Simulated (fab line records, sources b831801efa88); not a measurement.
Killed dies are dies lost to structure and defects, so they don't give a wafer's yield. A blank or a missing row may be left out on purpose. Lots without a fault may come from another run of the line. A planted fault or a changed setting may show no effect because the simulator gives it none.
A struck lot beside a sound one | flow sky130 | 16 steps out of a route of 708
Sound: wafers L245.1, L245.2, L245.4. Struck: wafers L248.3, L248.4, L248.6. The cause comes at the end.
At each step with rows: each side's tool, then ch and its chambers, then its first start. Under that, the readings that differ: sound wafers | struck wafers | difference of the means | sigmas: that difference in standard deviations of wafers without a fault.
alike: readings whose means differ by less than 2 such deviations, and words and numbers that are the same on both sides. not compared: withheld readings, readings that some wafer has no value for, bounds like >300 that may hide the same value, and numbers for which the record gives no deviation and whose values overlap.
The two part at a step that has a row with sigmas, a row that says differs or no value, or rows on one side only. Numbers that don't overlap but have no deviation are shown without sigmas and don't part them. A reading that every wafer of one side lacks parts them only if that side has two wafers or more.

first, 8 steps without rows for these wafers: SKY_CONTACT_DEHYDRATE_06 (time 60 s); SKY_CONTACT_HMDS_07 (prime time 60 s); SKY_CONTACT_COAT_08 (resist thk 60 nm); SKY_CONTACT_COAT_09 (resist thk 450 nm); SKY_CONTACT_SOFTBAKE_10 (time 90 s); SKY_CONTACT_EXPOSE_11 (exposes mask CTM1, target cd 170 nm); SKY_CONTACT_PEB_12; SKY_CONTACT_DEVELOP_13 (develop time 60 s).
SKY_CONTACT_CD_MEAS_14: target cd 170 nm.
  sound on cd_sem-02, day 33 23:34; struck on cd_sem-02, day 34 20:49
  alike: cd_nm
SKY_CONTACT_OVL_MEAS_15:
  sound on overlay-01, day 33 23:41; struck on overlay-01, day 34 20:54
  alike: CONTACT_OVL
SKY_CONTACT_ETCH_16: etches BARC in N2/H2, stops on SiO2, time 45.9 s, target depth 60 nm.
  sound on rie_diel-04 ch 1,2,3, day 33 23:43; struck on rie_diel-04 ch 0,1,2, day 34 20:56
  alike: bias_w, chamber_pressure_mTorr, drypump_motor_current_A, oes_product_au, throttle_valve_pct
  not compared: rf_hours_counter_h
SKY_CONTACT_ETCH_17: etches SiO2 in C4F8/O2/Ar, stops on Si3N4, target depth 340 nm.
  sound on rie_diel-04 ch 1,2,3, day 33 23:46; struck on rie_diel-04 ch 0,1,2, day 34 20:58
  alike: bias_w, chamber_pressure_mTorr, oes_product_au
SKY_CONTACT_ETCH_18: etches Si3N4 in CHF3/O2, stops on TiN, time 39 s, target depth 75 nm.
  sound on rie_diel-04 ch 1,2,3, day 33 23:00; struck on rie_diel-04 ch 0,1,2, day 34 21:00
  no value came back on the struck wafers for any of 6 readings (O2_flow_sccm (sccm), bias_w (W) and others); on the sound wafers O2_flow_sccm (sccm) reads 4.996 5.000 5.021
  reading                                        | sound             | struck            | difference | sigmas
  model.KrF-thick_of_CONTACT_COAT_09.thk_nm (nm) | 240.5 239.2 240.6 | 327.3 326.7 326.5 | +86.7      |
SKY_CONTACT_STRIP_19: strips in O2/N2.
  sound on plasma_asher-04 ch 0,1, day 33 23:52; struck on plasma_asher-01 ch 0,1, day 34 21:05
  reading                      | sound             | struck            | difference | sigmas
  oes_product_au (a.u.)        | 0.381 0.386 0.382 | 0.422 0.420 0.426 | +0.040     | +9
  strip_time_to_endpoint_s (s) | 3.59 3.57 3.59    | 4.52 4.49 4.51    | +0.92      | +31
  alike: drypump_motor_current_A
  not compared: rf_hours_counter_h
then, 1 step without rows for these wafers: SKY_CONTACT_STRIP_20 (strips in post etch residue remover, time 1200 s).
-- the record jumps here: 13 days lie between the struck wafers' starts before and after (it left off in module CONTACT and takes up again in module PAD_OPEN, whose first step shown is number 708 of the route) --
SKY_PAD_OPEN_PROBE_99:
  sound on prober-01, day 47 14:05; struck on prober-02, day 48 06:23
  reading            | sound    | struck      | difference | sigmas
  killed_at_contacts | 23 18 20 | 435 437 432 | +414       | +77
  killed_dies        | 92 83 74 | 492 492 492 | +409       | +44
  killed_on_rim      | 23 15 10 | 96 96 96    | +80        | +22
  alike: killed_at_M0_to_M3, killed_at_M4_up, killed_at_front_end, killed_at_other, killed_open, killed_short

WHERE THEY PART
First at SKY_CONTACT_ETCH_18; last, within this record, at SKY_PAD_OPEN_PROBE_99.

WHY: what the simulator had put in
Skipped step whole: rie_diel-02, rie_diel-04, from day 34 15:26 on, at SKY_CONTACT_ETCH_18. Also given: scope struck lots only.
